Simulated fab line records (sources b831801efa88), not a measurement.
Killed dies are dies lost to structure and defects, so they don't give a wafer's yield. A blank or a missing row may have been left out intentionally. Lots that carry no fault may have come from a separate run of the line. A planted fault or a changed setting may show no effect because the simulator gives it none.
fab line records	flow sky130
[record] lots = 13	wafers = 39	lastDay = 50
route steps=708 shown LI_CONTACT@378 CONTACT@411 METAL2@485
lots that met no fault: taken from a fault-free run of the same line
startH: hours from the record's first day to the start of the lot's first wafer shown	waitH: how many hours have passed since the lot's step before this one	" identical to the entry in the row above	L1.1+2: a single row standing in for several wafers	- value missing, or start not given	* or withheld: withheld	< > ~ a bound
route shown NAME@n: names a module that has steps shown in the file, with the first one's number in the route	usual: the fault-free wafers' mean and standard deviation	same: alike in all rows	chamber/n: place in a boat	sites: each site's reading	_std_site: standard deviation across them	_edge_site: mean of outer sites minus mean of inner sites	radiusMm: how far each site lies from the wafer's centre	mask NAME#n: copy n	behind: the last tool/chamber to shape the wafer	hold: what put the lot on hold/how long, in hours/how the hold closed	device: transistor that didn't switch, given as n, p or np	end of line: tests of these same wafers at the route's end	a step without rows: its recipe alone	killed: dies lost to structure and defects at the first sort, not the wafer's yield	map: shows each die of a wafer: x if killed, . if not, _ if none is there
set.NAME: the setting the step ran with; set.NAME@STEP: the setting that earlier step ran with	model.NAME: the simulator's own value behind a step, which no gauge read
the route's steps for a sample of lots (tables are steps, rows are wafers)
services: a tool's chamber out of use, with start hour (startH, from the record's first day; less than 0 if before it), hours out, and reason
[[steps]]
[step SKY_LI_CONTACT_STRIP_16]
[recipe] chemistry = O2/N2	powerW = 1400	pressureMtorr = 1500	platenTempC = withheld	o2FlowSccm = 3000	n2FlowSccm = 300	overashFraction = 0.5
[usual] drypumpMotorCurrentA = 5.8/0.38	oesProductAu = 0.376/0.0044	overashFraction = 0.5/0	stripTimeToEndpointS = 3.493/0.026
lot.wafer	tool	chamber	startH	waitH	drypumpMotorCurrentA	oesProductAu	overashFraction	rfHoursCounterH	stripTimeToEndpointS
L739.3	plasmaAsher-02	0	670.46	-	5.4	0.374	0.5	-	3.476
L739.4	"	1	"	"	6.2	0.376	0.5	-	3.506
L739.6	"	1	"	"	6.2	0.375	0.5	-	3.518
L740.2	plasmaAsher-02	1	684.08	-	6.2	0.376	0.5	89	3.507
L740.4	"	0	"	"	5.4	0.378	0.5	-	3.520
L740.5	"	1	"	"	6.2	0.373	0.5	-	3.478
L741.3	plasmaAsher-03	0	690.23	-	6.2	0.375	0.5	-	3.469
L741.5	"	1	"	"	5.5	0.379	0.5	-	3.435
L741.6	"	0	"	"	6.2	0.378	0.5	-	3.449
L742.1	plasmaAsher-04	0	698.43	-	5.9	0.369	0.5	26	3.498
L742.4	"	0	"	"	5.9	0.379	0.5	-	3.441
L742.6	"	1	"	"	6.4	0.369	0.5	-	3.505
L743.1	plasmaAsher-03	1	711.13	-	5.5	0.373	0.5	57	3.476
L743.3	"	0	"	"	6.1	0.377	0.5	-	3.489
L743.4	"	1	"	"	5.5	0.372	0.5	-	3.492
L744.1	plasmaAsher-02	0	720.11	-	5.4	0.374	0.5	92	3.520
L744.5	"	0	"	"	5.4	0.377	0.5	-	3.486
L744.6	"	1	"	"	6.2	0.382	0.5	-	3.505
L745.2	plasmaAsher-03	1	722.73	-	5.5	0.377	0.5	59	3.488
L745.3	"	1	"	"	5.5	0.384	0.5	-	3.529
L745.5	"	1	"	"	5.5	0.377	0.5	-	3.476
L747.3	plasmaAsher-02	1	742.94	-	6.2	0.376	0.5	-	3.530
L747.4	"	0	"	"	5.4	0.374	0.5	-	3.516
L747.6	"	0	"	"	5.4	0.379	0.5	-	3.531
L749.2	plasmaAsher-03	0	765.73	-	6.1	0.382	0.5	64	3.487
L749.3	"	0	"	"	6.1	0.388	0.5	-	3.542
L749.6	"	0	"	"	6.1	0.374	0.5	-	3.523
L753.3	plasmaAsher-03	0	783.34	-	6.1	0.373	0.5	-	3.510
L753.5	"	0	"	"	6.1	0.378	0.5	-	3.482
L753.6	"	1	"	"	5.5	0.367	0.7	-	3.468
L754.3	plasmaAsher-03	1	794.86	-	5.5	0.385	0.7	-	3.555
L754.5	"	1	"	"	5.5	0.380	0.7	-	3.474
L754.6	"	0	"	"	6.2	0.380	0.5	-	3.502
L758.1	plasmaAsher-02	0	828.13	-	5.4	0.369	0.5	105	3.522
L758.2	"	1	"	"	6.2	0.376	0.5	105	3.490
L758.6	"	1	"	"	6.2	0.385	0.5	-	3.480
L762.2	plasmaAsher-02	0	845.01	-	5.4	0.376	0.5	109	3.477
L762.5	"	0	"	"	5.4	0.366	0.5	-	3.517
L762.6	"	1	"	"	6.3	0.373	0.5	-	3.490
[step SKY_CONTACT_BOW_MEAS_05]
[recipe] mode = bow
[usual] CONTACT_BOW = 81/6.1
lot.wafer	tool	chamber	startH	waitH	CONTACT_BOW[um]
L739.3	filmMetro-03	-	701.44	0.3	84
L739.4	"	-	"	"	86
L739.6	"	-	"	"	86
L740.2	filmMetro-01	-	714.84	0.2	73
L740.4	"	-	"	"	80
L740.5	"	-	"	"	84
L741.3	filmMetro-01	-	720.98	0.2	81
L741.5	"	-	"	"	77
L741.6	"	-	"	"	76
L742.1	filmMetro-01	-	728.46	0.2	88
L742.4	"	-	"	"	98
L742.6	"	-	"	"	80
L743.1	filmMetro-03	-	741.40	0.2	83
L743.3	"	-	"	"	78
L743.4	"	-	"	"	90
L744.1	filmMetro-01	-	750.36	0.1	86
L744.5	"	-	"	"	76
L744.6	"	-	"	"	73
L745.2	filmMetro-02	-	756.10	0.1	83
L745.3	"	-	"	"	87
L745.5	"	-	"	"	77
L747.3	filmMetro-01	-	771.93	0.3	68
L747.4	"	-	"	"	73
L747.6	"	-	"	"	71
L749.2	filmMetro-02	-	793.01	0.1	78
L749.3	"	-	"	"	79
L749.6	"	-	"	"	77
L753.3	filmMetro-01	-	811.87	0.2	78
L753.5	"	-	"	"	79
L753.6	"	-	"	"	78
L754.3	filmMetro-03	-	823.38	0.2	89
L754.5	"	-	"	"	78
L754.6	"	-	"	"	94
L758.1	filmMetro-03	-	856.66	0.2	86
L758.2	"	-	"	"	80
L758.6	"	-	"	"	78
L762.2	filmMetro-03	-	872.95	0.3	90
L762.5	"	-	"	"	64
L762.6	"	-	"	"	82
[step SKY_METAL2_SPUTTER_02]
[recipe] material = AlCu	targetThkNm = 250	powerW = 10600	timeS = 13.3	chamberPressurePa = 0.4
[usual] throttleValvePct = 29.8/1.3
lot.wafer	tool	chamber	startH	waitH	throttleValvePct
L739.3	pvdSputter-04	-	787.88	0.0	29.5
L739.4	"	-	"	"	30.1
L739.6	"	-	"	"	28.3
L740.2	pvdSputter-02	-	800.36	0.0	29.5
L740.4	"	-	"	"	31.7
L740.5	"	-	"	"	32.6
L741.3	pvdSputter-04	-	807.44	0.0	28.3
L741.5	"	-	"	"	30.2
L741.6	"	-	"	"	28.4
L742.1	pvdSputter-02	-	813.49	0.0	32.7
L742.4	"	-	"	"	32.8
L742.6	"	-	"	"	29.4
L743.1	pvdSputter-03	-	830.84	0.0	30.0
L743.3	"	-	"	"	28.8
L743.4	"	-	"	"	28.5
L744.1	pvdSputter-03	-	835.91	0.0	30.1
L744.5	"	-	"	"	30.3
L744.6	"	-	"	"	29.0
L745.2	pvdSputter-04	-	838.80	0.0	29.4
L745.3	"	-	"	"	30.0
L745.5	"	-	"	"	28.3
L747.3	pvdSputter-04	-	853.30	0.0	28.3
L747.4	"	-	"	"	28.2
L747.6	"	-	"	"	29.8
L749.2	pvdSputter-04	-	876.74	0.0	28.5
L749.3	"	-	"	"	28.4
L749.6	"	-	"	"	30.2
L753.3	pvdSputter-04	-	894.64	0.0	28.4
L753.5	"	-	"	"	30.1
L753.6	"	-	"	"	28.4
L754.3	pvdSputter-03	-	904.02	0.0	28.9
L754.5	"	-	"	"	29.8
L754.6	"	-	"	"	28.4
L758.1	pvdSputter-03	-	938.84	0.0	29.3
L758.2	"	-	"	"	28.9
L758.6	"	-	"	"	29.0
L762.2	pvdSputter-02	-	951.90	0.0	31.6
L762.5	"	-	"	"	29.4
L762.6	"	-	"	"	30.7
[step SKY_METAL2_OVL_MEAS_16]
[usual] METAL2_OVL = 2/5.7
lot.wafer	tool	chamber	startH	waitH	METAL2_OVL[nm]
L739.3	overlay-01	-	813.87	0.1	1
L739.4	"	-	"	"	2
L739.6	"	-	"	"	-6
L740.2	overlay-02	-	827.32	0.1	16
L740.4	"	-	"	"	10
L740.5	"	-	"	"	5
L741.3	overlay-02	-	834.17	0.1	5
L741.5	"	-	"	"	7
L741.6	"	-	"	"	11
L742.1	overlay-01	-	840.18	0.1	9
L742.4	"	-	"	"	10
L742.6	"	-	"	"	6
L743.1	overlay-02	-	856.82	0.1	1
L743.3	"	-	"	"	-5
L743.4	"	-	"	"	-2
L744.1	overlay-02	-	862.00	0.1	-3
L744.5	"	-	"	"	-4
L744.6	"	-	"	"	-2
L745.2	overlay-01	-	865.10	0.1	6
L745.3	"	-	"	"	7
L745.5	"	-	"	"	3
L747.3	overlay-01	-	879.02	0.1	0
L747.4	"	-	"	"	8
L747.6	"	-	"	"	12
L749.2	overlay-01	-	902.72	0.1	-4
L749.3	"	-	"	"	2
L749.6	"	-	"	"	-4
L753.3	overlay-01	-	919.82	0.1	13
L753.5	"	-	"	"	7
L753.6	"	-	"	"	5
L754.3	overlay-02	-	929.08	0.1	-6
L754.5	"	-	"	"	-2
L754.6	"	-	"	"	2
L758.1	overlay-02	-	963.47	0.1	-4
L758.2	"	-	"	"	-2
L758.6	"	-	"	"	-1
L762.2	overlay-02	-	976.30	0.1	10
L762.5	"	-	"	"	4
L762.6	"	-	"	"	0
[[services]]
tool	chamber	startH	hours	kind
pvdSputter-03	-	650.69	3.7	repair
plasmaAsher-04	-	707.76	0.8	repair
plasmaAsher-04	-	722.16	120.1	pm
plasmaAsher-02	-	766.42	12.0	repair
pvdSputter-02	-	776.67	4.0	repair
pvdSputter-03	-	832.97	0.5	repair
plasmaAsher-04	-	865.22	1.0	repair
pvdSputter-02	-	894.16	0.6	repair
pvdSputter-03	-	900.35	0.5	repair
plasmaAsher-04	-	923.75	2.0	repair
plasmaAsher-02	-	931.11	8.5	repair
[[key]]
[firstSign] step = SKY_LI_CONTACT_STRIP_16	reading = overashFraction	direction = up	sigmas = 99+	usual = 0.5	struck = 0.7
effect none on later readings
metAt SKY_LI_CONTACT_STRIP_16
struckLots L753,L754
struckWafers L753.6,L754.3,L754.5
testerLeftOut L753,L754
notActingAt SKY_CONTACT_BOW_MEAS_05,SKY_METAL2_SPUTTER_02,SKY_METAL2_OVL_MEAS_16
onsetBetween 722.73 783.34
[fault] kind = processParameterDrift	tool = plasmaAsher-03	chamber = 1	onsetH = 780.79	steps = SKY_LI_CONTACT_STRIP_16	channel = overashFraction	offset = 0.2	shape = step	endH = 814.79	actsIn = theseRecipesOnly	stated = 0.5
// testerLeftOut: of these lots the tester's yield and bins aren't shown, on N5 and GAA mostly nor the transistor test; their killed dies are dies lost to structure and defects alone, not to doping, threshold or leakage, so they don't give the yield
